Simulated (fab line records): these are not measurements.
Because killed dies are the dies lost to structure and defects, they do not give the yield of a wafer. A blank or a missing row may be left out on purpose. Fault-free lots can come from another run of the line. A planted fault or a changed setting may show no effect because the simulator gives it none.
Split-lot experiment | flow sfq-line | 23 wafers read across 5 lots, on a route 325 steps long

## ON THE SPLIT
At SFQ_TRILAYER_I5_LITHO_COAT_144 (resist thk 650 nm), the setting spin-rpm was moved away from the recipe's 3000 rpm on 5 of the 23 wafers read, by -2.0% to +5.2%. This setting was run at the recipe's value on the other wafers.

Split to reading: the file shows no intervening step.

## THE READING
KrF_of_TRILAYER_I5_LITHO_COAT_144.thk-nm (the simulator's own value, which no gauge read), in nm, at SFQ_TRILAYER_I5_BARC_OPEN_VIA_ETCH_200 (etches BARC in O2, target depth 125 nm, time 41.7 s). The file does not state a usual value for it. Across the 18 wafers here that went through the recipe, the average is 571.6 nm and the standard deviation 2.2 nm.

wafer  | tool, chamber at the split | spin-rpm as run, rpm | against the recipe | KrF_of_TRILAYER_I5_LITHO_COAT_144.thk-nm, nm | against lot-mates on the recipe
L080.2 | litho-track-03, 0          | 3000                 | recipe             | 574                                          | -
L080.3 | litho-track-03, 0          | 3156                 | +5.2%              | 556.2                                        | -17.4
L080.4 | litho-track-03, 0          | 3000                 | recipe             | 573.3                                        | -
L080.5 | litho-track-03, 0          | 3156                 | +5.2%              | 558.9                                        | -14.8
L080.6 | litho-track-03, 0          | 3156                 | +5.2%              | 557.9                                        | -15.8
L081.1 | litho-track-01, 0          | 3000                 | recipe             | 573.1                                        | -
L081.2 | litho-track-01, 0          | 3000                 | recipe             | 574.2                                        | -
L081.3 | litho-track-01, 0          | 3000                 | recipe             | 571.4                                        | -
L082.1 | litho-track-03, 0          | 3000                 | recipe             | 571.3                                        | -
L082.2 | litho-track-03, 0          | 3000                 | recipe             | 574.8                                        | -
L082.3 | litho-track-03, 0          | 3000                 | recipe             | 570.3                                        | -
L082.4 | litho-track-03, 0          | 3000                 | recipe             | 570.9                                        | -
L082.5 | litho-track-03, 0          | 3000                 | recipe             | 573.1                                        | -
L084.1 | litho-track-04, 0          | 3000                 | recipe             | 571.9                                        | -
L084.2 | litho-track-04, 0          | 3000                 | recipe             | 569.7                                        | -
L084.4 | litho-track-04, 0          | 3000                 | recipe             | 571.2                                        | -
L084.5 | litho-track-04, 0          | 3000                 | recipe             | 573.7                                        | -
L084.6 | litho-track-04, 0          | 3000                 | recipe             | 573.2                                        | -
L085.1 | litho-track-01, 0          | 2940                 | -2.0%              | 575.2                                        | +7.4
L085.2 | litho-track-01, 0          | 3000                 | recipe             | 567.1                                        | -
L085.3 | litho-track-01, 0          | 3000                 | recipe             | 568.6                                        | -
L085.5 | litho-track-01, 0          | 2940                 | -2.0%              | 578.5                                        | +10.7
L085.6 | litho-track-01, 0          | 3000                 | recipe             | 567.7                                        | -

THE FIT
A straight line over all 23 wafers: KrF_of_TRILAYER_I5_LITHO_COAT_144.thk-nm changes by -2.68 nm for each +1% of spin-rpm; r = -0.93; the points scatter about the line by 2.1 nm.
The same after taking each lot's own level away (the mean of its wafers on the recipe; 23 wafers): -3.25 nm for each +1%; r = -0.97; scatter 1.6 nm.
The reading moves by 17 nm for the largest change in spin-rpm, on that fit.
From 567.80 to 573.65 nm: that is the span of the lots' own levels, equal to 2.6 times the standard deviation above.
Thus the slope moves with the lot-to-lot level: the two fits are different.
Check: for one of the wafers moved furthest among these (+5.2%), held out of the fit, the line's prediction against its lot-mates is -16.1 nm. Against them it came out at -17.4 nm.

## THESE WAFERS: OTHER SPLITS
Other splits were also applied to these wafers ahead of the reading. Each is held against what the fit with the lots' levels taken away leaves over:
other split on the same wafers               | wafers away from the commonest value | r with KrF_of_TRILAYER_I5_LITHO_COAT_144.thk-nm (lot level and that fit taken away)
SFQ_TRILAYER_JJ_CE_LITHO_PEB_117 peb-temp-c  | 4                                    | +0.37
SFQ_TRILAYER_M5_LITHO_COAT_123 resist-thk-nm | 8                                    | +0.46
SFQ_TRILAYER_R5_DEP_SPUTTER_133 time-s       | 8                                    | -0.05
SFQ_TRILAYER_R5_LITHO_EXPOSE_137 dose-mj     | 4                                    | +0.41
SFQ_TRILAYER_A5C_DEP_PECVD_142 time-s        | 7                                    | -0.16

## THE WHOLE CHAIN: every reading that the file lists as answering this split, in the file's order
step                                   | what it does                                        | reading                                                                                   | change (the file's fit)              | r (the file's)
SFQ_TRILAYER_I5_LITHO_COAT_144         | resist thk 650 nm                                   | KrF_of_TRILAYER_I5_LITHO_COAT_144.thk-nm (the simulator's own value, which no gauge read) | -3.18 nm for each +1% of the setting | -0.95
SFQ_TRILAYER_I5_BARC_OPEN_VIA_ETCH_200 | etches BARC in O2, target depth 125 nm, time 41.7 s | KrF_of_TRILAYER_I5_LITHO_COAT_144.thk-nm (the simulator's own value, which no gauge read) | -3.27 nm for each +1% of the setting | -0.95

## THE FILE'S OWN FIT
KrF_of_TRILAYER_I5_LITHO_COAT_144.thk-nm changes by -3.27 nm for each +1% of spin-rpm, r = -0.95.
